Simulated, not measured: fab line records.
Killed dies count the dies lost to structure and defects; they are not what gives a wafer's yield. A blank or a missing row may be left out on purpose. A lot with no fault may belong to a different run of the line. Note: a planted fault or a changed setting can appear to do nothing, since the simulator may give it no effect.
Which tool was responsible? -- flow gf180mcu -- 12 lots with 36 wafers sampled at 6 steps, on a route of 602 steps

## WHAT EACH GAUGE READ, for each wafer
GF_M4_RS_MEAS_05: the measuring method here is four-point-probe.
lot,measured,on,M4_ALCU_RS (ohm/sq)
L532,day 22 08:26,film metro-03,0.0702 0.0684 0.0691
L533,day 22 18:25,film metro-01,0.0710 0.0704 0.0710
L534,day 23 00:50,film metro-01,0.0687 0.0706 0.0686
L535,day 23 12:37,film metro-04,0.0697 0.0692 0.0701
L539,day 24 22:03,film metro-01,0.0703 0.0691 0.0692
L542,day 25 22:40,film metro-04,0.0698 0.0698 0.0698
L543,day 26 07:52,film metro-01,0.0702 0.0698 0.0693
L546,day 27 04:13,film metro-04,0.0596 0.0595 0.0691 0.0597 0.0594 0.0693
L547,day 27 10:14,film metro-04,0.0589 0.0687 0.0695 0.0591 0.0686 0.0694
L553,day 29 07:32,film metro-04,0.0697 0.0694 0.0697
L552,day 29 08:36,film metro-01,0.0703 0.0694 0.0699
L554,day 29 11:56,film metro-01,0.0694 0.0687 0.0695

GF_M4_THK_MEAS_06: measures by xrf.
lot,measured,on,M4_ALCU_THK (nm)
L532,day 22 08:32,film metro-03,450 463 457
L533,day 22 18:32,film metro-01,450 451 449
L534,day 23 00:57,film metro-01,465 452 464
L535,day 23 12:44,film metro-04,456 457 450
L539,day 24 22:10,film metro-01,452 462 460
L542,day 25 22:46,film metro-04,452 451 452
L543,day 26 07:59,film metro-01,454 454 459
L546,day 27 07:25,film metro-04,527 530 456 526 528 453
L547,day 27 14:19,film metro-04,536 457 452 535 457 456
L553,day 29 07:39,film metro-04,451 452 449
L552,day 29 08:43,film metro-01,450 457 453
L554,day 29 12:03,film metro-01,457 462 456

## EACH LOT AND THE TOOL THAT RAN IT (in order: tool; ch and the chambers of the sampled wafers; start)
lot,GF_V2_SPUTTER_22,GF_M3_SPUTTER_00,GF_V3_CVD_23,GF_M4_SPUTTER_02
L532,"pvd sputter-04, day 20 03:51","pvd sputter-02, day 20 04:29","cvd w-02 ch 0,1, day 22 07:35","pvd sputter-01, day 22 08:19"
L533,"pvd sputter-04, day 20 14:11","pvd sputter-03, day 20 14:49","cvd w-01 ch 0, day 22 17:36","pvd sputter-04, day 22 18:20"
L534,"pvd sputter-02, day 20 22:55","pvd sputter-03, day 20 23:34","cvd w-01 ch 0,1, day 23 00:00","pvd sputter-01, day 23 00:44"
L535,"pvd sputter-02, day 21 10:26","pvd sputter-01, day 21 11:04","cvd w-01 ch 0,1, day 23 11:49","pvd sputter-03, day 23 12:32"
L539,"pvd sputter-02, day 22 22:05","pvd sputter-03, day 22 22:43","cvd w-01 ch 0,1, day 24 21:14","pvd sputter-01, day 24 21:58"
L542,"pvd sputter-02, day 23 23:38","pvd sputter-01, day 24 00:16","cvd w-02 ch 0,1, day 25 21:52","pvd sputter-03, day 25 22:32"
L543,"pvd sputter-04, day 24 09:44","pvd sputter-03, day 24 10:22","cvd w-01 ch 0,1, day 26 07:02","pvd sputter-03, day 26 07:46"
L546,"pvd sputter-02, day 25 07:20","pvd sputter-01, day 25 07:58","cvd w-02 ch 0,1, day 27 03:24","pvd sputter-01, day 27 04:08"
L547,"pvd sputter-04, day 25 14:02","pvd sputter-02, day 25 14:41","cvd w-01 ch 0,1, day 27 09:25","pvd sputter-01, day 27 10:08"
L553,"pvd sputter-02, day 27 12:56","pvd sputter-01, day 27 13:34","cvd w-02 ch 0,1, day 29 06:43","pvd sputter-03, day 29 07:26"
L552,"pvd sputter-02, day 27 14:42","pvd sputter-01, day 27 15:20","cvd w-02 ch 0,1, day 29 07:47","pvd sputter-04, day 29 08:31"
L554,"pvd sputter-01, day 27 16:08","pvd sputter-01, day 27 16:46","cvd w-01 ch 0,1, day 29 11:07","pvd sputter-04, day 29 11:50"
- GF_V2_SPUTTER_22: material TiN, target thk 10 nm, time 40 s.
- GF_M3_SPUTTER_00: material Ti, target thk 37.5 nm, time 150 s.
- GF_V3_CVD_23: deposits W, target thk 350 nm, time 104.9 s.
- GF_M4_SPUTTER_02: material AlCu, target thk 450 nm, time 23.9 s.

## WHAT THE TOOLS THEMSELVES READ (means of the sampled wafers that have a number; where no wafer has one, the mark that the record gives instead)
GF_V2_SPUTTER_22.
lot,tool,throttle valve pct (%)
L532,pvd sputter-04,29.9
L533,pvd sputter-04,29.3
L534,pvd sputter-02,32.0
L535,pvd sputter-02,32.6
L539,pvd sputter-02,30.6
L542,pvd sputter-02,32.2
L543,pvd sputter-04,30.3
L546,pvd sputter-02,30.4
L547,pvd sputter-04,29.8
L553,pvd sputter-02,30.9
L552,pvd sputter-02,32.0
L554,pvd sputter-01,30.0

GF_M3_SPUTTER_00.
lot,tool,throttle valve pct (%)
L532,pvd sputter-02,30.1
L533,pvd sputter-03,29.3
L534,pvd sputter-03,29.0
L535,pvd sputter-01,29.6
L539,pvd sputter-03,29.0
L542,pvd sputter-01,29.7
L543,pvd sputter-03,29.3
L546,pvd sputter-01,28.8
L547,pvd sputter-02,31.1
L553,pvd sputter-01,29.7
L552,pvd sputter-01,29.7
L554,pvd sputter-01,29.3

GF_V3_CVD_23.
lot,tool,chamber pressure Torr (Torr),heater power w (W)
L532,cvd w-02,39.98,821
L533,cvd w-01,39.89,1010
L534,cvd w-01,39.86,921
L535,cvd w-01,39.91,941
L539,cvd w-01,39.99,959
L542,cvd w-02,39.96,814
L543,cvd w-01,39.96,986
L546,cvd w-02,40.02,825
L547,cvd w-01,39.99,977
L553,cvd w-02,40.03,830
L552,cvd w-02,40.04,862
L554,cvd w-01,40.03,990

GF_M4_SPUTTER_02.
lot,tool,throttle valve pct (%)
L532,pvd sputter-01,29.0
L533,pvd sputter-04,29.9
L534,pvd sputter-01,29.1
L535,pvd sputter-03,30.3
L539,pvd sputter-01,29.5
L542,pvd sputter-03,28.7
L543,pvd sputter-03,30.1
L546,pvd sputter-01,29.9
L547,pvd sputter-01,29.2
L553,pvd sputter-03,29.4
L552,pvd sputter-04,29.7
L554,pvd sputter-04,29.7

## THE ANSWER, worked out from the rows above alone
Rule: the usual values come from the lots themselves. Put in order of their means at a reading, lots are off if they are a third of the lots or fewer, leave a main group of 4 or more, and stand apart from it by a gap of 3 or more times the standard deviation of the main group's means; of several such gaps the widest counts. The tables above print the reading to a certain number of digits; a main group whose means all agree to those digits is not used. A lot without any number at a reading at which 4 lots or more have one is off too. Where the step has rows for the other lots, those lots are counted as sound. After the gauges, taken in route order, come the tools' own readings; for these a lot's mean is taken, as printed above. The first step at which some lot is off is used, and at that step the reading that is off furthest; a lot without a number counts as furthest.
Off: L546, L547, seen at GF_M4_RS_MEAS_05 (M4_ALCU_RS). The main group: mean 0.0697 ohm/sq, standard deviation 0.00044.
If a tool, at a process step before that reading, ran all the lots that are off and no sound lot after the first of them, it fits. Those tools and the gauges at GF_M4_RS_MEAS_05 are tried in the same way. One fits: GF_M4_SPUTTER_02 on pvd sputter-01. A fault onset in the window from L539 (day 24 21:58, its last sound lot) to L546 (day 27 04:08, its first lot off) fits.

## WHAT HAD BEEN PUT IN BY THE SIMULATOR
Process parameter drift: pvd sputter-01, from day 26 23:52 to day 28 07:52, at GF_M4_SPUTTER_02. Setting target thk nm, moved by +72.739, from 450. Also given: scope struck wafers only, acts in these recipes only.
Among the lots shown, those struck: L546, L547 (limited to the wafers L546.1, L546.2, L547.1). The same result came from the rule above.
